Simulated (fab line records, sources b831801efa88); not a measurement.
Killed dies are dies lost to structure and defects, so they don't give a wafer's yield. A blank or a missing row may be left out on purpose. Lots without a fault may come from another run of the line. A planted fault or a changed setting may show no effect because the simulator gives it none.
A struck lot beside a sound one | flow sky130 | 15 steps out of a route of 708
Sound: wafers L223.1, L223.2, L223.3. Struck: wafers L235.1, L235.4, L235.6. The cause comes at the end.
At each step with rows: each side's tool, then ch and its chambers, then its first start. Under that, the readings that differ: sound wafers | struck wafers | difference of the means | sigmas: that difference in standard deviations of wafers without a fault.
alike: readings whose means differ by less than 2 such deviations, and words and numbers that are the same on both sides. not compared: withheld readings, readings that some wafer has no value for, bounds like >300 that may hide the same value, and numbers for which the record gives no deviation and whose values overlap.
The two part at a step that has a row with sigmas, a row that says differs or no value, or rows on one side only. Numbers that don't overlap but have no deviation are shown without sigmas and don't part them. A reading that every wafer of one side lacks parts them only if that side has two wafers or more.

first, 6 steps without rows for these wafers: SKY_GATE_OXIDE_HMDS_04 (prime time 60 s); SKY_GATE_OXIDE_COAT_05 (resist thk 1140 nm); SKY_GATE_OXIDE_SOFTBAKE_06 (time 60 s); SKY_GATE_OXIDE_EXPOSE_07 (exposes mask LVOM, target cd 600 nm); SKY_GATE_OXIDE_PEB_08; SKY_GATE_OXIDE_DEVELOP_09 (develop time 60 s).
SKY_GATE_OXIDE_OVL_MEAS_10:
  sound on overlay-01, day 14 17:07; struck on overlay-02, day 18 19:42
  alike: GATE_OXIDE_OVL
then, 2 steps without rows for these wafers: SKY_GATE_OXIDE_IMPLANT_11; SKY_GATE_OXIDE_WET_ETCH_12 (etches SiO2 in dHF, target depth 16.8 nm, time 336 s).
SKY_GATE_OXIDE_STRIP_13: strips in O2/N2.
  sound on plasma_asher-04 ch 0,1, day 14 17:24; struck on plasma_asher-01 ch 1, day 18 19:59
  alike: drypump_motor_current_A, oes_product_au, strip_time_to_endpoint_s
  not compared: rf_hours_counter_h
SKY_GATE_OXIDE_TW_MEAS_14:
  sound on film_metro-03, day 14 17:30; struck on film_metro-03, day 18 20:05
  alike: GATE_OXIDE_TW
then, 1 step without rows for these wafers: SKY_GATE_OXIDE_CLEAN_15 (cleans in SC1/SC2, time 150 s).
SKY_GATE_OXIDE_OXIDATION_16: stabilise 600 s, purge 300 s, target thk 3.57 nm.
  sound on furnace-01 ch 0, day 14 17:37; struck on furnace-01 ch 0, day 18 20:13
  reading                                           | sound             | struck            | difference | sigmas
  model.SiO2_of_GATE_OXIDE_OXIDATION_01.thk_nm (nm) | 11.91 11.72 11.75 | 11.13 11.27 11.23 | -0.58      |
  alike: ramp_down_c_per_min, ramp_up_c_per_min, spike_tc_bottom_C, zone_power_upper_pct
then, 1 step without rows for these wafers: SKY_POLY_GATE_CVD_00 (deposits poly-Si, target thk 180 nm, time 720 s).
-- the record jumps here: 31 days lie between the struck wafers' starts before and after (it left off in module POLY_GATE and takes up again in module PAD_OPEN, whose first step shown is number 708 of the route) --
SKY_PAD_OPEN_PROBE_99:
  sound on prober-01, day 46 17:31; struck on prober-02, day 49 08:16
  reading                                   | sound             | struck            | difference | sigmas
  model.etest.pfet_01v8.r_on_ohm_um         | 2982 3074 2894    | 2830 2779 2861    | -160       |
  model.etest.nfet_01v8_lvt.drive_ua_um     | 580.7 566 584.5   | 613.1 624.9 620.4 | +42.4      |
  model.etest.nfet_01v8_turned.drive_ua_um  | 506.4 495.7 517.5 | 548.3 557.8 552.1 | +46.2      |
  model.etest.nfet_01v8_swapped.drive_ua_um | 509.9 493.8 516.2 | 546.2 556.4 547.6 | +43.4      |
  model.etest.nfet_01v8.drive_ua_um         | 506.9 489.7 514.1 | 540.8 553 540.8   | +41.3      |
  model.etest.nfet_01v8.r_on_ohm_um         | 828.5 855.2 821   | 801.2 774 805.2   | -41.4      |
  model.etest.nfet_g5v0d10v5.drive_ua_um    | 595.5 601.8 603.6 | 631.5 623.4 622.7 | +25.6      |
  alike: killed_at_M0_to_M3, killed_at_M4_up, killed_at_contacts, killed_at_front_end, killed_at_other, killed_dies, killed_open, killed_short
  not compared: model.etest.sram_nfet_pass.drive_ua_um

WHERE THEY PART
Nowhere in this record.

WHY: what the simulator had put in
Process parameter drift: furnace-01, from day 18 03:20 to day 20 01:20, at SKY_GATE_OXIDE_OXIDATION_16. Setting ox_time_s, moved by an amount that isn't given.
